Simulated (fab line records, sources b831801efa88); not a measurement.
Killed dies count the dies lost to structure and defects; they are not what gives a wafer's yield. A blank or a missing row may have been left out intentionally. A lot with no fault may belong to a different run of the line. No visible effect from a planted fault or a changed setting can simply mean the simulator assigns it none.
fab line records ; flow sky130
[record] lots = 12; wafers = 36; lastDay = 50
route steps=708 shown METAL2@488 VIA2@522 METAL3@533 PAD_OPEN@708
lots with no fault: from the same line, run without faults
startH: start of the lot's first displayed wafer, in hours after the record's first day ; waitH: time in hours since the lot's previous step ; " the same as in the row above ; L1.1+2: a row that stands for several wafers ; - either no value or no given start ; * or withheld: withheld ; < > ~ a bound
route shown NAME@n: names a module that has steps shown in the file, with the first one's number in the route ; usual: mean/standard deviation of fault-free wafers ; same: alike in all rows ; chamber/n: place in a boat ; sites: readings site by site ; _std_site: the standard deviation of these ; _edge_site: the outer-site mean with the inner-site mean subtracted ; radiusMm: for every site, how far away it sits from the centre of the wafer ; mask NAME#n: copy n ; behind: the tool/chamber that last shaped the wafer ; hold: why the lot went on hold/how many hours it stayed there/how the hold came to an end ; device: names the non-switching transistor (n, p or np) ; end of line: at the end of the route, the tests of the same wafers ; a step with no rows: only its recipe ; killed: the dies lost at the first sort to structure and to defects; this is not the yield of the wafer ; map: shows each die of a wafer: x if killed, . if not, _ if none is there
set.NAME: the setting that was run; set.NAME@STEP: the one run at that earlier step ; model.NAME: the simulator's own value behind a step, which no gauge read
the route's steps for a sample of lots (tables are steps, rows are wafers)
services: a tool's chamber out of use, with start hour (startH, from the record's first day; less than 0 if before it), hours out, and reason
[[steps]]
[step SKY_METAL2_RS_MEAS_05]
[recipe] thkMeasGauge = four-point-probe; reads = TiN_of_METAL2_SPUTTER_04+Ti_of_METAL2_SPUTTER_03+AlCu_of_METAL2_SPUTTER_02+TiN_of_METAL2_SPUTTER_01+Ti_of_METAL2_SPUTTER_00
[usual] METAL2_ALCU_RS = 0.1265/0.002
lot.wafer;tool;chamber;startH;waitH;METAL2_ALCU_RS[ohm/sq]
L746.1;filmMetro-02;-;794.87;0.0;0.1248
L746.3;filmMetro-02;-;794.87;0.0;0.1237
L746.4;filmMetro-02;-;794.87;0.0;0.1239
L747.1;filmMetro-04;-;796.31;0.0;0.1283
L747.2;filmMetro-04;-;796.31;0.0;0.1270
L747.5;filmMetro-04;-;796.31;0.0;0.1252
L748.1;filmMetro-02;-;812.12;0.0;0.1270
L748.4;filmMetro-02;-;812.12;0.0;0.1255
L748.5;filmMetro-02;-;812.12;0.0;0.1254
L749.1;filmMetro-03;-;817.77;0.0;0.1247
L749.4;filmMetro-03;-;817.77;0.0;0.1239
L749.6;filmMetro-03;-;817.77;0.0;0.1258
L750.2;filmMetro-03;-;820.10;0.0;0.1263
L750.4;filmMetro-03;-;820.10;0.0;0.1249
L750.5;filmMetro-03;-;820.10;0.0;0.1240
L752.3;filmMetro-02;-;838.96;0.1;0.1254
L752.4;filmMetro-02;-;838.96;0.1;0.1255
L752.6;filmMetro-02;-;838.96;0.1;0.1268
L751.2;filmMetro-03;-;842.64;0.0;0.1251
L751.4;filmMetro-03;-;842.64;0.0;0.1247
L751.6;filmMetro-03;-;842.64;0.0;0.1256
L754.3;filmMetro-04;-;865.41;0.1;0.1263
L754.4;filmMetro-04;-;865.41;0.1;0.1255
L754.6;filmMetro-04;-;865.41;0.1;0.1260
L758.2;filmMetro-04;-;894.18;0.0;0.1292
L758.4;filmMetro-04;-;894.18;0.0;0.1297
L758.5;filmMetro-04;-;894.18;0.0;0.1297
L762.1;filmMetro-04;-;914.88;0.0;0.1260
L762.2;filmMetro-04;-;914.88;0.0;0.1267
L762.6;filmMetro-04;-;914.88;0.0;0.1256
L764.1;filmMetro-03;-;932.31;0.0;0.1281
L764.4;filmMetro-03;-;932.31;0.0;0.1278
L764.6;filmMetro-03;-;932.31;0.0;0.1299
L768.3;filmMetro-03;-;950.81;0.1;0.1295
L768.4;filmMetro-03;-;950.81;0.1;0.1278
L768.6;filmMetro-03;-;950.81;0.1;0.1297
[step SKY_VIA2_ETCH_15]
[recipe] target = SiO2; chemistry = C4F8/O2/Ar; targetDepthNm = 546; stopOn = TiN; maskMaterial = KrF-thick; sourceW = 1500; biasW = 1200; pressureMtorr = 40; c4f8FlowSccm = withheld; O2_flow_sccm = 6; Ar_flow_sccm = 300; timeS = 84
[usual] oesProductAu = 0.939/0.0043; runLengthS = 112.6/0.36
lot.wafer;tool;chamber;startH;waitH;oesProductAu;rfHoursCounterH;runLengthS
L746.1;rieDiel-01;1;850.24;0.0;0.937;18;112.8
L746.3;rieDiel-01;0;850.24;0.0;0.931;3;112.7
L746.4;rieDiel-01;2;850.24;0.0;0.941;1;112.4
L747.1;rieDiel-03;1;851.07;0.0;0.933;19;112.4
L747.2;rieDiel-03;3;851.07;0.0;0.941;4;112.4
L747.5;rieDiel-03;1;851.07;0.0;0.944;-;112.2
L748.1;rieDiel-02;1;866.07;0.0;0.944;19;112.9
L748.4;rieDiel-02;2;866.07;0.0;0.933;-;111.9
L748.5;rieDiel-02;1;866.07;0.0;0.942;-;113.2
L749.1;rieDiel-03;2;873.00;0.0;0.940;18;112.6
L749.4;rieDiel-03;1;873.00;0.0;0.942;20;112.4
L749.6;rieDiel-03;2;873.00;0.0;0.939;-;112.5
L750.2;rieDiel-03;2;873.94;0.0;0.944;18;113.2
L750.4;rieDiel-03;3;873.94;0.0;0.939;5;112.6
L750.5;rieDiel-03;3;873.94;0.0;0.937;-;112.6
L752.3;rieDiel-02;3;893.10;0.0;0.938;2;112.6
L752.4;rieDiel-02;1;893.10;0.0;0.939;20;112.7
L752.6;rieDiel-02;0;893.10;0.0;0.943;-;113.2
L751.2;rieDiel-03;2;896.00;0.0;0.936;19;112.9
L751.4;rieDiel-03;3;896.00;0.0;0.937;6;112.4
L751.6;rieDiel-03;3;896.00;0.0;0.943;-;112.4
L754.3;rieDiel-02;1;918.75;0.0;0.928;21;112.5
L754.4;rieDiel-02;0;918.75;0.0;0.941;2;113.1
L754.6;rieDiel-02;0;918.75;0.0;0.943;-;113.4
L758.2;rieDiel-02;3;946.10;0.0;0.944;4;112.2
L758.4;rieDiel-02;2;946.10;0.0;0.940;7;112.3
L758.5;rieDiel-02;2;946.10;0.0;0.941;-;112.5
L762.1;rieDiel-02;0;966.24;0.0;0.925;3;116.0
L762.2;rieDiel-02;1;966.24;0.0;0.918;22;114.9
L762.6;rieDiel-02;3;966.24;0.0;0.919;-;114.6
L764.1;rieDiel-02;2;981.92;0.0;0.923;8;114.8
L764.4;rieDiel-02;3;981.92;0.0;0.918;5;114.5
L764.6;rieDiel-02;1;981.92;0.0;0.919;-;115.5
L768.3;rieDiel-01;3;1000.30;0.0;0.945;6;112.4
L768.4;rieDiel-01;3;1000.30;0.0;0.944;-;112.6
L768.6;rieDiel-01;0;1000.30;0.0;0.942;-;112.8
[step SKY_VIA2_CVD_21]
[recipe] material = W; targetThkNm = 420; timeS = 126.4; tempC = 400; pressureTorr = 40
[usual] heaterPowerW = 838/68
lot.wafer;tool;chamber;startH;waitH;heaterPowerW
L746.1;cvdW-01;0;850.96;0.0;832
L746.3;cvdW-01;0;850.96;0.0;835
L746.4;cvdW-01;1;850.96;0.0;916
L747.1;cvdW-01;1;851.79;0.0;905
L747.2;cvdW-01;0;851.79;0.0;826
L747.5;cvdW-01;0;851.79;0.0;795
L748.1;cvdW-01;1;866.85;0.0;903
L748.4;cvdW-01;1;866.85;0.0;894
L748.5;cvdW-01;1;866.85;0.0;917
L749.1;cvdW-01;1;874.12;0.0;915
L749.4;cvdW-01;1;874.12;0.0;899
L749.6;cvdW-01;1;874.12;0.0;904
L750.2;cvdW-02;1;875.06;0.0;856
L750.4;cvdW-02;1;875.06;0.0;819
L750.5;cvdW-02;0;875.06;0.0;765
L752.3;cvdW-01;1;893.92;0.1;904
L752.4;cvdW-01;0;893.92;0.1;819
L752.6;cvdW-01;1;893.92;0.1;923
L751.2;cvdW-01;0;896.72;0.0;829
L751.4;cvdW-01;0;896.72;0.0;805
L751.6;cvdW-01;1;896.72;0.0;924
L754.3;cvdW-02;0;919.52;0.1;741
L754.4;cvdW-02;1;919.52;0.1;876
L754.6;cvdW-02;0;919.52;0.1;736
L758.2;cvdW-02;1;946.82;0.0;901
L758.4;cvdW-02;0;946.82;0.0;744
L758.5;cvdW-02;1;946.82;0.0;887
L762.1;cvdW-02;0;966.97;0.0;739
L762.2;cvdW-02;1;966.97;0.0;903
L762.6;cvdW-02;1;966.97;0.0;872
L764.1;cvdW-01;1;982.64;0.0;909
L764.4;cvdW-01;0;982.64;0.0;847
L764.6;cvdW-01;1;982.64;0.0;917
L768.3;cvdW-02;1;1001.14;0.1;875
L768.4;cvdW-02;0;1001.14;0.1;747
L768.6;cvdW-02;1;1001.14;0.1;848
[step SKY_METAL3_SPUTTER_01]
[recipe] material = TiN; targetThkNm = 20; powerW = 6500; timeS = 16.7; chamberPressurePa = 0.4
[usual] throttleValvePct = 30.1/0.8
lot.wafer;tool;chamber;startH;waitH;throttleValvePct
L746.1;pvdSputter-01;-;851.59;0.0;30.2
L746.3;pvdSputter-01;-;851.59;0.0;28.3
L746.4;pvdSputter-01;-;851.59;0.0;30.0
L747.1;pvdSputter-01;-;852.57;0.0;29.7
L747.2;pvdSputter-01;-;852.57;0.0;30.1
L747.5;pvdSputter-01;-;852.57;0.0;28.4
L748.1;pvdSputter-03;-;867.48;0.0;30.9
L748.4;pvdSputter-03;-;867.48;0.0;30.6
L748.5;pvdSputter-03;-;867.48;0.0;31.5
L749.1;pvdSputter-03;-;874.75;0.0;31.4
L749.4;pvdSputter-03;-;874.75;0.0;30.6
L749.6;pvdSputter-03;-;874.75;0.0;30.7
L750.2;pvdSputter-03;-;875.69;0.0;30.6
L750.4;pvdSputter-03;-;875.69;0.0;31.5
L750.5;pvdSputter-03;-;875.69;0.0;30.6
L752.3;pvdSputter-03;-;894.51;0.0;30.5
L752.4;pvdSputter-03;-;894.51;0.0;30.7
L752.6;pvdSputter-03;-;894.51;0.0;31.5
L751.2;pvdSputter-02;-;897.35;0.0;29.8
L751.4;pvdSputter-02;-;897.35;0.0;29.5
L751.6;pvdSputter-02;-;897.35;0.0;29.2
L754.3;pvdSputter-01;-;920.11;0.0;29.9
L754.4;pvdSputter-01;-;920.11;0.0;28.3
L754.6;pvdSputter-01;-;920.11;0.0;29.9
L758.2;pvdSputter-01;-;947.45;0.0;30.4
L758.4;pvdSputter-01;-;947.45;0.0;28.5
L758.5;pvdSputter-01;-;947.45;0.0;30.4
L762.1;pvdSputter-02;-;967.61;0.0;29.5
L762.2;pvdSputter-02;-;967.61;0.0;30.0
L762.6;pvdSputter-02;-;967.61;0.0;29.3
L764.1;pvdSputter-03;-;983.27;0.0;31.2
L764.4;pvdSputter-03;-;983.27;0.0;31.4
L764.6;pvdSputter-03;-;983.27;0.0;30.9
L768.3;pvdSputter-01;-;1001.73;0.0;29.5
L768.4;pvdSputter-01;-;1001.73;0.0;28.5
L768.6;pvdSputter-01;-;1001.73;0.0;28.4
[step SKY_PAD_OPEN_PROBE_99]
[usual] defectLimitedYield = 82.4/2; killed_at_M0_to_M3 = 43/6.6; killed_at_M4_up = 3.0/1.7; killedAtContacts = 24/5.4; killedAtFrontEnd = 16/4.6; killedAtOther = 0.3/0.53; killedDies = 87/9.7; killedOpen = 47/7.3; killedShort = 39/6.5; sort_bin_3_pad_short = 0.9/0.41; sort_bin_5_function = 10.4/1.4; sort_bin_6_memory = 6.3/1.2; sortNPass = 405/9.7; sortYieldPct = 82.4/2
[same] grossDies = 492; killedAtBackSide = 0; sort_bin_4_leakage[%] = 0; sort_bin_8_speed[%] = 0
lot.wafer;tool;chamber;startH;waitH;defectLimitedYield[%];killed_at_M0_to_M3;killed_at_M4_up;killedAtContacts;killedAtFrontEnd;killedAtOther;killedDies;killedOpen;killedShort;sort_bin_3_pad_short[%];sort_bin_5_function[%];sort_bin_6_memory[%];sortNPass;sortYieldPct[%]
L762.1;prober-02;-;1166.65;0.1;81.9;49;1;23;16;0;89;48;41;0.8;9.6;7.7;403;81.9
L762.2;prober-02;-;1166.70;0.1;81.9;44;2;30;13;0;89;55;34;0.6;12.2;5.3;403;81.9
L762.6;prober-02;-;1166.90;0.2;82.9;45;4;23;12;0;84;45;39;0.6;10.4;6.1;408;82.9
// killed by level:class
L762.1 VIA1:geometricParticle:open=14 CONTACT:geometricParticle:open=8 LOCAL_INTERCONNECT:geometricParticle:short=6 CONTACT:geometricParticle:short=6 METAL1:geometricParticle:short=6 VIA1:geometricParticle:short=6 VIA2:geometricParticle:open=6 POLY_GATE:geometricParticle:open=5
L762.2 VIA1:geometricParticle:open=12 VIA2:geometricParticle:open=10 LI_CONTACT:geometricParticle:open=9 FIELD_ISO:geometricParticle:open=9 CONTACT:geometricParticle:short=8 CONTACT:geometricParticle:open=8 VIA1:geometricParticle:short=8 VIA3:geometricParticle:open=5
L762.6 VIA1:geometricParticle:open=13 VIA2:geometricParticle:open=7 CONTACT:geometricParticle:open=6 LI_CONTACT:geometricParticle:short=6 LI_CONTACT:geometricParticle:open=5 METAL2:geometricParticle:short=5 VIA1:geometricParticle:short=5 VIA3:geometricParticle:open=5
[[services]]
tool;chamber;startH;hours;kind
pvdSputter-02;-;840.85;7.5;repair
rieDiel-02;0;850.64;-;clean
rieDiel-02;0;850.64;20.8;scheduledDown
rieDiel-02;0;850.64;20.8;ventCycle
pvdSputter-01;-;866.47;1.9;repair
pvdSputter-01;-;870.52;12.4;repair
rieDiel-03;-;883.17;2.8;pm
cvdW-02;-;904.00;14.0;pm
cvdW-02;0;904.00;14.0;ventCycle
cvdW-02;1;904.00;14.0;ventCycle
cvdW-02;0;918.00;-;clean
cvdW-02;1;918.00;-;clean
pvdSputter-02;-;928.40;1.7;repair
cvdW-01;-;944.07;14.6;pm
rieDiel-01;3;948.72;5.5;repair
cvdW-02;-;958.67;2.8;pm
rieDiel-03;-;959.63;0.5;repair
cvdW-02;-;962.29;2.4;repair
rieDiel-01;-;969.51;2.8;pm
pvdSputter-03;-;985.08;0.5;repair
rieDiel-01;1;985.59;-;clean
rieDiel-01;1;985.59;17.0;scheduledDown
rieDiel-01;1;985.59;17.0;ventCycle
[[key]]
[firstSign] step = SKY_VIA2_ETCH_15; reading = runLengthS; direction = up; sigmas = 6.9; usual = *; struck = *
[effect] step = SKY_VIA2_ETCH_15; reading = oesProductAu; direction = down; sigmas = 4.4; usual = 0.939; struck = 0.920
metAt SKY_VIA2_ETCH_15
struckLots L762,L764
notActingAt SKY_METAL2_RS_MEAS_05,SKY_VIA2_CVD_21,SKY_METAL3_SPUTTER_01
onsetBetween 946.10 966.24
[fault] kind = processParameterDrift; tool = rieDiel-02; chamber = -; onsetH = 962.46; steps = SKY_VIA2_ETCH_15; channel = timeS; offset = *; shape = step; endH = 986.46; actsIn = *; stated = *
